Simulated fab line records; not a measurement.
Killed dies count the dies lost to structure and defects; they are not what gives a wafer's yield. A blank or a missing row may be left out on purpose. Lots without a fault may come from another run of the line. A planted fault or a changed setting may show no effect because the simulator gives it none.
One fault through the eyes of 2 desks -- flow sky130 -- each desk holds nothing but its own numbers, with what lay behind them at the end

## DESK OF THE TOOL OWNER: implanter-02
For each lot that ran on this tool, the mean over its sampled wafers that have a number, from the tool's own readings at SKY_LDD_N_IMPLANT_10. Marked OUT: a lot whose mean sits more than 4 standard deviations from the usual mean, which makes it out of limits; the brackets give that distance.
Columns: A = dose_ions_cm2 at SKY_LDD_N_IMPLANT_10, usual 7.501e+13; B = faraday_current_uA at SKY_LDD_N_IMPLANT_10, usual 421
lot,first seen here,A,B
L163,day 19 02:56,7.497e+13,414
L176,day 23 11:34,6.386e+13 (-99 or more) OUT,357 (-7.5) OUT
L177,day 24 00:16,6.397e+13 (-99 or more) OUT,364 (-6.7) OUT
Finding of this desk: L176, L177 out of limits; the first was L176 at day 23 11:34, on dose_ions_cm2 at SKY_LDD_N_IMPLANT_10. In limits: L163.

## THE METROLOGY DESK
What the gauges read for every lot (on any tool): the sampled wafers with a number, averaged. Marked OUT: a lot whose mean sits more than 4 standard deviations from the usual mean, which makes it out of limits; the brackets give that distance.
Columns: A = POLY_GATE_OXIDATION_THK at SKY_POLY_GATE_THK_MEAS_21, usual 3.95 nm; B = cd_nm at SKY_POLY_GATE_CD_MEAS_22, usual 150.3 nm; C = LDD_N_OVL at SKY_LDD_N_OVL_MEAS_07, usual -0.4 nm
lot,first seen here,A,B,C
L163,day 17 19:53,3.94,149.2,1.8
L168,day 19 06:27,3.94,146.6,0.1
L176,day 22 04:48,3.98,151.9,0.3
L177,day 22 17:16,4.00,149.9,-0.1
L178,day 23 01:43,4.03,151.1,-0.2
L180,day 23 21:19,3.95,147.4,-0.5
This desk's verdict: no lot among the 6 shows anything out of limits.

## BROUGHT TOGETHER
The tool owner's desk could have raised an alarm at day 23 11:34, on L176, L177.
From the metrology desk's view, nothing was out of limits.
The metrology desk has L176, L177 on record, within its limits.
Every lot named ran SKY_LDD_N_IMPLANT_10 on implanter-02.

## WHAT WAS PUT IN BY THE SIMULATOR
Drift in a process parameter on implanter-02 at SKY_LDD_N_IMPLANT_10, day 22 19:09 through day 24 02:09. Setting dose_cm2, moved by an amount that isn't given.
Struck lots among those shown: L176, L177.
How many hours passed from the start of the fault until each desk's first out-of-limits reading: the tool owner's desk, 16.
